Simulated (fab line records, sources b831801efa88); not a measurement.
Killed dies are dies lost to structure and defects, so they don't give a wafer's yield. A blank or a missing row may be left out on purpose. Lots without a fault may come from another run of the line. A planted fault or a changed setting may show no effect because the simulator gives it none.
fab line records | flow sky130
record lots=12 wafers=36 last_day=50
route steps=708 shown VIA2@527 VIA4@641 PAD_OPEN@708
lots that met no fault: from a run of the same line without faults
start_h: hours from the record's first day to the start of the lot's first wafer shown | wait_h: hours since the lot's step before | " the same as in the row above | L1.1+2: a row that stands for several wafers | - no value, or no start given | * or withheld: withheld | < > ~ a bound
route shown NAME@n: a module of which the file shows steps, and the number in the route of the first | usual: mean/standard deviation of fault-free wafers | same: alike in all rows | chamber/n: place in a boat | sites: the reading at each site | _std_site: their standard deviation | _edge_site: outer sites' mean less inner sites' | radius_mm: how far each site lies from the wafer's centre | mask NAME#n: copy n | behind: the tool/chamber that last shaped the wafer | hold: why the lot was held/for how many hours/how that ended | device: the transistor (n, p or np) that didn't switch | end of line: the same wafers' tests at the end of the route | a step without rows: its recipe alone | killed: dies lost to structure and defects at the first sort, not the wafer's yield | map: a wafer's dies, x killed, . not, _ none there
set.NAME: the setting as run; set.NAME@STEP: as run at that earlier step | model.NAME: the simulator's own value behind a step, which no gauge read
steps of the route over a sample of lots; a table a step, a row a wafer
services: from which hour (start_h, from the record's first day; less than 0 if before it) a tool's chamber was out of use, for how many hours, and why
## steps
# step SKY_VIA2_SPUTTER_20
# recipe material=TiN target_thk_nm=20 chamber_pressure_pa=5 power_w=4000 time_s=80
# usual throttle_valve_pct=30.4/0.85
# same time_s=80
# columns lot.wafer tool chamber start_h wait_h throttle_valve_pct
L570.1 pvd_sputter-04 - 845.01 0.0 29.4
L570.5 " - " " 29.8
L570.6 " - " " 30.7
L571.2 pvd_sputter-02 - 852.17 0.0 31.5
L571.4 " - " " 29.8
L571.6 " - " " 30.1
L572.1 pvd_sputter-02 - 867.77 0.0 29.8
L572.4 " - " " 29.3
L572.5 " - " " 29.4
L574.1 pvd_sputter-04 - 888.36 0.0 29.3
L574.3 " - " " 32.2
L574.4 " - " " 30.3
L575.2 pvd_sputter-02 - 891.54 0.0 29.4
L575.3 " - " " 31.5
L575.4 " - " " 29.8
L576.1 pvd_sputter-02 - 897.62 0.0 31.6
L576.3 " - " " 29.4
L576.5 " - " " 31.4
L577.2 pvd_sputter-04 - 898.60 0.0 32.0
L577.3 " - " " 31.1
L577.4 " - " " 30.3
L578.2 pvd_sputter-03 - 907.16 0.0 30.6
L578.4 " - " " 30.4
L578.5 " - " " 30.9
L579.1 pvd_sputter-04 - 911.16 0.0 29.4
L579.2 " - " " 31.1
L579.6 " - " " 30.8
L583.1 pvd_sputter-02 - 938.41 0.0 30.0
L583.2 " - " " 31.5
L583.5 " - " " 31.5
L591.1 pvd_sputter-02 - 999.94 0.0 29.7
L591.2 " - " " 29.6
L591.3 " - " " 31.4
L592.2 pvd_sputter-04 - 1003.75 0.0 31.0
L592.3 " - " " 32.3
L592.6 " - " " 30.9
# step SKY_VIA4_CMP_02
# recipe material=SiO2 down_force_psi=4 platen_rpm=60 pad_velocity_m_s=0.94248
# usual head_pressure_psi=3.999/0.0089 motor_current_A=11.7/0.87 retaining_ring_pressure_frac=0.999/0.0057
# columns lot.wafer tool chamber start_h wait_h head_pressure_psi motor_current_A retaining_ring_pressure_frac
L570.1 cmp-01 2 978.97 0.1 3.993 11.4 0.996
L570.5 " 2 " " 4.007 11.5 0.996
L570.6 " 3 " " 3.997 10.8 0.995
L571.2 cmp-02 2 984.04 0.2 4.001 11.2 1.002
L571.4 " 0 " " 4.006 11.2 0.995
L571.6 " 2 " " 4.007 11.3 1.000
L572.1 cmp-01 0 996.69 0.1 4.002 11.8 1.002
L572.4 " 1 " " 4.000 13.4 0.992
L572.5 " 3 " " 3.997 11.1 1.008
L574.3 cmp-01 1 1016.39 0.1 4.002 13.0 0.997
L574.4 " 2 " " 4.010 11.1 0.998
L574.1 " 3 " " 3.999 11.0 1.000
L575.3 cmp-01 1 1023.01 0.0 3.998 12.9 1.004
L575.2 " 2 " " 3.982 11.3 0.991
L575.4 " 0 " " 3.998 12.0 1.001
L576.1 cmp-01 2 1026.37 0.1 3.998 11.4 0.989
L576.3 " 1 " " 4.008 13.0 0.999
L576.5 " 2 " " 4.003 11.4 0.986
L577.2 cmp-01 2 1027.39 0.0 4.000 12.0 0.995
L577.3 " 0 " " 4.001 11.2 1.002
L577.4 " 1 " " 3.991 13.6 0.997
L578.2 cmp-01 3 1033.68 0.1 4.004 10.5 1.000
L578.4 " 1 " " 3.989 13.2 0.996
L578.5 " 3 " " 3.996 10.5 1.010
L579.1 cmp-02 2 1038.39 0.2 4.006 11.1 0.998
L579.2 " 3 " " 4.006 12.5 1.001
L579.6 " 3 " " 3.980 12.6 0.995
L583.1 cmp-01 2 1062.07 0.1 3.986 11.3 1.001
L583.2 " 3 " " 4.006 10.7 0.997
L583.5 " 1 " " 3.997 13.5 0.998
L591.1 cmp-02 2 1114.98 0.5 3.996 12.0 1.002
L591.3 " 3 " " 3.987 12.1 1.003
L591.2 " 1 " " 4.007 11.3 0.998
L592.2 cmp-02 3 1118.11 0.0 4.010 12.1 0.993
L592.3 " 0 " " 4.004 10.8 1.002
L592.6 " 3 " " 3.997 12.3 0.997
# step SKY_VIA4_OVL_MEAS_11
# usual VIA4_OVL=0.9/1.6
# columns lot.wafer tool chamber start_h wait_h VIA4_OVL[nm]
L570.1 overlay-01 - 1002.77 0.1 2.2
L570.5 " - " " 1.5
L570.6 " - " " 2.1
L571.2 overlay-01 - 1006.98 0.1 -2.2
L571.4 " - " " -1.8
L571.6 " - " " -2.0
L572.1 overlay-02 - 1018.88 0.1 1.6
L572.4 " - " " 0.6
L572.5 " - " " 0.3
L574.1 overlay-02 - 1039.58 0.1 1.4
L574.3 " - " " 1.7
L574.4 " - " " 2.5
L575.2 overlay-01 - 1045.43 0.1 -0.2
L575.3 " - " " 2.2
L575.4 " - " " 1.5
L576.1 overlay-01 - 1049.37 0.1 -0.4
L576.3 " - " " -0.3
L576.5 " - " " 0.2
L577.2 overlay-02 - 1049.67 0.1 0.7
L577.3 " - " " -1.0
L577.4 " - " " 0.0
L578.2 overlay-02 - 1055.99 0.1 2.0
L578.4 " - " " 1.2
L578.5 " - " " 2.3
L579.1 overlay-01 - 1059.92 0.1 1.1
L579.2 " - " " 1.6
L579.6 " - " " 1.0
L583.1 overlay-02 - 1082.43 0.1 4.2
L583.2 " - " " 2.9
L583.5 " - " " 3.1
L591.1 overlay-01 - 1134.03 0.1 0.3
L591.2 " - " " 0.5
L591.3 " - " " 0.4
L592.2 overlay-01 - 1136.72 0.1 0.7
L592.3 " - " " 0.3
L592.6 " - " " 1.2
# step SKY_VIA4_ETCH_12
# recipe target=SiO2 chemistry=C4F8/O2/Ar stop_on=TiN mask_material=NOVOLAK source_w=1500 bias_w=1200 pressure_mtorr=40 c4f8_flow_sccm=withheld O2_flow_sccm=6 Ar_flow_sccm=300 time_s=withheld target_depth_a=5800
# usual oes_product_au=0.926/0.0048
# columns lot.wafer tool chamber start_h wait_h oes_product_au
L570.1 rie_diel-03 0 1002.80 0.0 0.923
L570.5 " 3 " " 0.924
L570.6 " 2 " " 0.919
L571.2 rie_diel-01 2 1007.01 0.0 0.924
L571.4 " 3 " " 0.917
L571.6 " 3 " " 0.930
L572.1 rie_diel-03 3 1018.91 0.0 0.922
L572.4 " 0 " " 0.938
L572.5 " 2 " " 0.925
L574.1 rie_diel-01 0 1039.61 0.0 0.927
L574.3 " 3 " " 0.930
L574.4 " 1 " " 0.930
L575.2 rie_diel-03 0 1045.46 0.0 0.932
L575.3 " 2 " " 0.928
L575.4 " 1 " " 0.918
L576.1 rie_diel-04 1 1049.40 0.0 0.929
L576.3 " 3 " " 0.931
L576.5 " 1 " " 0.927
L577.2 rie_diel-01 3 1049.70 0.0 0.931
L577.3 " 1 " " 0.916
L577.4 " 0 " " 0.923
L578.2 rie_diel-03 3 1056.02 0.0 0.923
L578.4 " 1 " " 0.921
L578.5 " 2 " " 0.933
L579.1 rie_diel-04 2 1059.95 0.0 0.931
L579.2 " 3 " " 0.927
L579.6 " 0 " " 0.925
L583.1 rie_diel-04 0 1082.46 0.0 0.925
L583.2 " 1 " " 0.925
L583.5 " 1 " " 0.922
L591.1 rie_diel-03 1 1134.07 0.0 0.920
L591.2 " 2 " " 0.920
L591.3 " 0 " " 0.924
L592.2 rie_diel-04 0 1136.75 0.0 0.934
L592.3 " 1 " " 0.925
L592.6 " 1 " " 0.926
# step SKY_PAD_OPEN_PROBE_99
# usual defect_limited_yield=82.3/1.9 killed_at_M0_to_M3=45/6.6 killed_at_M4_up=3.1/1.6 killed_at_contacts=24/5 killed_at_front_end=14/4.4 killed_at_other=0.3/0.58 killed_dies=87/9.2 killed_open=47/6.7 killed_short=40/6.4 sort_bin_3_pad_short=0.9/0.5 sort_bin_5_function=10.4/1.6 sort_bin_6_memory=6.4/1.1 sort_n_pass=405/9.1 sort_yield_pct=82.3/1.9
# same gross_dies=492 killed_at_back_side=0 sort_bin_4_leakage[%]=0 sort_bin_8_speed[%]=0
# columns lot.wafer tool chamber start_h wait_h defect_limited_yield[%] killed_at_M0_to_M3 killed_at_M4_up killed_at_contacts killed_at_front_end killed_at_other killed_dies killed_open killed_short sort_bin_3_pad_short[%] sort_bin_5_function[%] sort_bin_6_memory[%] sort_n_pass sort_yield_pct[%]
L591.1 prober-02 - 1190.41 0.1 85.4 41 1 15 15 0 72 34 38 0.6 9.3 4.7 420 85.4
L591.2 prober-02 - 1190.46 0.1 83.3 43 3 26 10 0 82 46 36 0.8 9.8 6.1 410 83.3
L591.3 prober-02 - 1190.51 0.2 72.6 100 1 22 12 0 135 40 34 2.6 18.3 6.5 357 72.6
# killed by level:class
L591.1 CONTACT:geometric_particle:open=7 VIA1:geometric_particle:short=7 VIA1:geometric_particle:open=7 VIA3:geometric_particle:open=6 VIA2:geometric_particle:open=6 METAL1:geometric_particle:short=4 CONTACT:geometric_particle:short=4 VIA2:geometric_particle:short=4
L591.2 CONTACT:geometric_particle:open=10 LI_CONTACT:geometric_particle:open=7 METAL2:geometric_particle:short=7 VIA2:geometric_particle:open=7 VIA3:geometric_particle:open=6 LOCAL_INTERCONNECT:geometric_particle:short=5 VIA1:geometric_particle:open=5 VIA2:geometric_particle:short=5
L591.3 VIA2:unspecified=61 CONTACT:geometric_particle:open=11 METAL1:geometric_particle:short=8 VIA3:geometric_particle:open=8 VIA1:geometric_particle:open=6 CONTACT:geometric_particle:short=5 METAL2:geometric_particle:short=5 FIELD_ISO:geometric_particle:open=4
## services
# columns tool chamber start_h hours kind
pvd_sputter-02 - 839.16 3.3 repair
pvd_sputter-04 - 847.75 4.6 repair
cmp-02 - 859.24 5.6 pm
pvd_sputter-02 - 860.13 3.2 repair
rie_diel-03 3 875.02 3.4 repair
cmp-02 - 877.88 1.7 repair
cmp-01 - 878.99 0.6 repair
cmp-02 - 883.69 5.8 pm
cmp-02 - 912.27 4.0 pm
rie_diel-03 0 920.99 1.3 repair
pvd_sputter-02 - 927.37 2.5 repair
cmp-02 - 968.88 4.3 repair
rie_diel-04 0 996.09 1.3 repair
rie_diel-04 2 1002.62 5.3 repair
rie_diel-03 1 1023.22 2.4 repair
cmp-01 - 1037.53 0.9 repair
cmp-01 - 1078.88 7.0 repair
cmp-01 - 1085.87 4.0 pm
cmp-01 - 1095.77 5.0 repair
cmp-01 - 1097.05 0.2 repair
pvd_sputter-04 - 1102.89 1.1 repair
cmp-01 - 1106.17 19.4 pm
rie_diel-03 1 1123.08 5.1 repair
cmp-01 - 1130.60 0.9 repair
## key
first_sign step=SKY_PAD_OPEN_PROBE_99 reading=killed_at_M0_to_M3 direction=up sigmas=8.4 usual=45 struck=100
effect step=SKY_PAD_OPEN_PROBE_99 reading=sort_yield_pct direction=down sigmas=5.3 usual=82.3 struck=72.6
met_at SKY_VIA2_SPUTTER_20
struck_lots L591
struck_wafers L591.3
not_acting_at SKY_VIA4_CMP_02,SKY_VIA4_OVL_MEAS_11,SKY_VIA4_ETCH_12
onset_between 938.41 999.94
fault kind=chamber_particle_source tool=pvd_sputter-02 chamber=- onset_h=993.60 steps=SKY_VIA2_SPUTTER_20 rate_per_visit_cm2=1.0986 end_h=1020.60 scope=struck_wafers_only
